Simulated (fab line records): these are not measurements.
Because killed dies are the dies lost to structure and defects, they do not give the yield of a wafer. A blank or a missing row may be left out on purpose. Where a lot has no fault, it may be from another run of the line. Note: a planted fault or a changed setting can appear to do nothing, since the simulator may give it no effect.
Which of the tools did it? | flow gf180mcu | 13 lots, 39 wafers sampled, at 6 steps of a route of 602

## WHAT THE GAUGES SHOWED, per wafer
GF_STI_THK_MEAS_30.
lot  | measured    | on           | STI_OXIDATION_02_THK (nm)
L514 | day 2 10:26 | filmMetro-04 | 10.36 10.38 10.16
L515 | day 2 15:16 | filmMetro-04 | 10.28 10.31 10.31
L516 | day 2 19:10 | filmMetro-03 | 10.08 10.01 10.04
L519 | day 3 07:41 | filmMetro-03 | 10.31 10.16 10.36
L520 | day 3 11:50 | filmMetro-03 | 9.96 10.15 10.07
L523 | day 4 05:13 | filmMetro-03 | 10.03 10.12 10.17
L524 | day 4 09:11 | filmMetro-04 | 9.97 9.96 9.97
L525 | day 4 13:05 | filmMetro-01 | 10.23 9.73 9.92
L527 | day 5 02:20 | filmMetro-04 | 10.24 10.08 10.28
L533 | day 6 07:55 | filmMetro-01 | 9.95 10.01 9.97
L535 | day 6 18:51 | filmMetro-04 | 9.89 9.97 9.98
L536 | day 6 22:55 | filmMetro-03 | 10.33 10.19 10.32
L537 | day 7 03:56 | filmMetro-03 | 10.04 10.09 10.00

GF_NWELL_TW_MEAS_11.
lot  | measured    | on           | NWELL_TW
L514 | day 3 11:35 | filmMetro-03 | 1583 1576 1583
L515 | day 3 17:47 | filmMetro-02 | 1585 1583 1577
L516 | day 3 20:47 | filmMetro-03 | 1585 1583 1587
L519 | day 4 09:52 | filmMetro-01 | 1570 1575 1573
L520 | day 4 15:08 | filmMetro-02 | 1582 1582 1588
L523 | day 5 08:44 | filmMetro-03 | 1583 1586 1577
L524 | day 5 13:39 | filmMetro-03 | 1585 1573 1580
L525 | day 5 18:02 | filmMetro-01 | 3361 3362 3358
L527 | day 6 07:05 | filmMetro-01 | 3338 3360 3358
L533 | day 7 14:35 | filmMetro-02 | 1581 1576 1572
L535 | day 8 01:51 | filmMetro-01 | 1569 1576 1571
L536 | day 8 06:29 | filmMetro-02 | 1601 1591 1593
L537 | day 8 12:26 | filmMetro-02 | 1593 1594 1595

GF_VT_IMPLANT_OVL_MEAS_07.
lot  | measured     | on         | VT_IMPLANT_OVL (nm)
L514 | day 5 18:42  | overlay-01 | 0.8 -0.6 0.9
L515 | day 6 03:04  | overlay-01 | 1.8 1.4 1.1
L516 | day 6 04:00  | overlay-01 | 2.5 2.4 3.5
L519 | day 6 19:16  | overlay-01 | -1.8 0.1 -0.3
L520 | day 7 02:36  | overlay-02 | 1.4 -0.5 0.9
L523 | day 7 21:05  | overlay-02 | -0.3 -0.6 -0.8
L524 | day 8 02:30  | overlay-02 | 2.8 2.1 1.4
L525 | day 8 08:11  | overlay-01 | 1.2 -1.3 -0.2
L527 | day 8 22:28  | overlay-01 | 0.4 1.0 0.1
L533 | day 10 11:05 | overlay-01 | -1.4 0.3 -1.8
L535 | day 10 22:58 | overlay-01 | 0.4 1.2 1.4
L536 | day 11 03:56 | overlay-02 | 2.8 1.4 1.9
L537 | day 11 10:24 | overlay-02 | 1.1 -0.7 0.0

GF_VT_IMPLANT_RS_MEAS_47: a four-point-probe measurement.
lot  | measured     | on           | NWELL_RS (ohm/sq)
L514 | day 7 17:05  | filmMetro-02 | 488.3 489.5 489.9
L515 | day 8 01:32  | filmMetro-03 | 488.1 485.9 486.7
L516 | day 8 03:16  | filmMetro-02 | 488.7 488.6 487.8
L519 | day 8 19:54  | filmMetro-02 | 487.6 487.6 489.1
L520 | day 9 03:43  | filmMetro-01 | 490.5 489.2 488.8
L523 | day 10 00:10 | filmMetro-02 | 485.4 486.3 486.0
L524 | day 10 05:50 | filmMetro-01 | 487.9 490.1 487.0
L525 | day 10 12:04 | filmMetro-01 | 150.9 150.7 150.9
L527 | day 11 03:20 | filmMetro-01 | 150.9 151.0 150.6
L533 | day 12 20:19 | filmMetro-01 | 489.9 490.2 491.1
L535 | day 13 10:05 | filmMetro-01 | 488.8 490.0 488.0
L536 | day 13 15:31 | filmMetro-01 | 489.6 488.4 487.5
L537 | day 13 21:43 | filmMetro-02 | 488.2 488.1 487.4

GF_DUAL_GATE_OVL_MEAS_11.
lot  | measured     | on         | DUAL_GATE_OVL (nm)
L514 | day 8 12:51  | overlay-02 | 1.0 1.0 2.7
L515 | day 8 20:02  | overlay-01 | -1.0 0.4 -0.4
L516 | day 8 22:23  | overlay-01 | 2.4 1.6 1.1
L519 | day 9 15:57  | overlay-01 | 1.1 -0.5 2.4
L520 | day 9 22:17  | overlay-02 | -0.4 -0.3 1.2
L523 | day 10 20:26 | overlay-02 | 0.4 0.3 -0.5
L524 | day 11 01:24 | overlay-02 | -1.4 -1.4 -2.5
L525 | day 11 08:56 | overlay-02 | 0.9 1.5 1.3
L527 | day 12 00:00 | overlay-02 | 1.7 0.9 1.4
L533 | day 13 18:32 | overlay-02 | -1.3 0.5 0.3
L535 | day 14 08:14 | overlay-01 | 1.7 1.9 0.6
L536 | day 14 14:20 | overlay-02 | -0.5 -1.9 -1.9
L537 | day 14 20:32 | overlay-01 | 2.4 3.7 3.6

## TOOL THAT RAN EACH LOT (tool first, then ch and the chambers of the sampled wafers, then the start)
lot  | GF_NWELL_IMPLANT_08
L514 | implanter-01 ch 0, day 3 11:13
L515 | implanter-01 ch 0, day 3 17:25
L516 | implanter-02 ch 0, day 3 20:23
L519 | implanter-02 ch 0, day 4 09:29
L520 | implanter-03 ch 0, day 4 14:44
L523 | implanter-03 ch 0, day 5 08:20
L524 | implanter-01 ch 0, day 5 13:16
L525 | implanter-03 ch 0, day 5 17:38
L527 | implanter-03 ch 0, day 6 06:43
L533 | implanter-01 ch 0, day 7 14:11
L535 | implanter-02 ch 0, day 8 01:28
L536 | implanter-02 ch 0, day 8 06:05
L537 | implanter-02 ch 0, day 8 12:02
- GF_NWELL_IMPLANT_08

## WHAT THE TOOLS THEMSELVES READ (means of the sampled wafers that have a number; where no wafer has one, the mark that the record gives instead)
GF_NWELL_IMPLANT_08.
lot  | tool         | beamOnS (s) | doseIonsCm2 | faradayCurrentUA
L514 | implanter-01 | 9.91        | 1.4989e+13  | 85.2
L515 | implanter-01 | 10.15       | 1.5010e+13  | 83.5
L516 | implanter-02 | 9.97        | 1.4985e+13  | 84.5
L519 | implanter-02 | 9.94        | 1.4996e+13  | 85.1
L520 | implanter-03 | 9.82        | 1.4996e+13  | 86.1
L523 | implanter-03 | 10.21       | 1.4995e+13  | 82.8
L524 | implanter-01 | 9.72        | 1.5002e+13  | 86.6
L525 | implanter-03 | 60.86       | 1.8682e+14  | 172.9
L527 | implanter-03 | 60.54       | 1.8680e+14  | 173.7
L533 | implanter-01 | 10.21       | 1.4984e+13  | 82.9
L535 | implanter-02 | 9.94        | 1.5008e+13  | 85.1
L536 | implanter-02 | 9.76        | 1.4999e+13  | 86.6
L537 | implanter-02 | 10.09       | 1.5000e+13  | 83.9

## THE ANSWER, worked out from the rows above alone
Rule: the lots themselves supply what counts as usual. Put in order of their means at a reading, lots are off if they are a third of the lots or fewer, leave a main group of 4 or more, and stand apart from it by a gap of 3 or more times the standard deviation of the main group's means; of several such gaps the widest counts. The tables above print the reading to a certain number of digits; a main group whose means all agree to those digits is not used. A lot without any number at a reading at which 4 lots or more have one is off too. The other lots that the step has rows for count as sound. Order of review: gauges by route order, followed by the tools' own readings, for which a lot's mean as printed above is used. At the first step where some lot is off, the reading lying furthest off is the one used; lots without a number count as furthest.
Off: L525, L527, seen at GF_NWELL_TW_MEAS_11 (NWELL_TW). Main group: mean 1582, sd 7.1.
If a tool, at a process step before that reading, ran all the lots that are off and no sound lot after the first of them, it fits. The gauges at GF_NWELL_TW_MEAS_11 aren't tried: what is off there is off at GF_NWELL_IMPLANT_08 too, on other tools, and a gauge's error can't cause that. One fits: implanter-03 at GF_NWELL_IMPLANT_08. A fault onset in the window from L523 (day 5 08:20, its last sound lot) to L525 (day 5 17:38, its first lot off) fits.
The tool's own readings at GF_NWELL_IMPLANT_08 bear it out: on the lots that are off they differ by more than 5 times the standard deviation of the sound lots' means. beamOnS reads 60.70 s there against 9.97 s on the sound lots; doseIonsCm2 reads 1.8681e+14 there against 1.4997e+13 on the sound lots; faradayCurrentUA reads 173.3 there against 84.8 on the sound lots.

## WHAT WAS PUT IN BY THE SIMULATOR
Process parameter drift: implanter-03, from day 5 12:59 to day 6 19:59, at GF_NWELL_IMPLANT_08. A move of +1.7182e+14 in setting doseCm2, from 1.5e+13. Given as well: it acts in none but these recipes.
Struck lots among those shown: L525, L527. The rule given above showed the same thing.
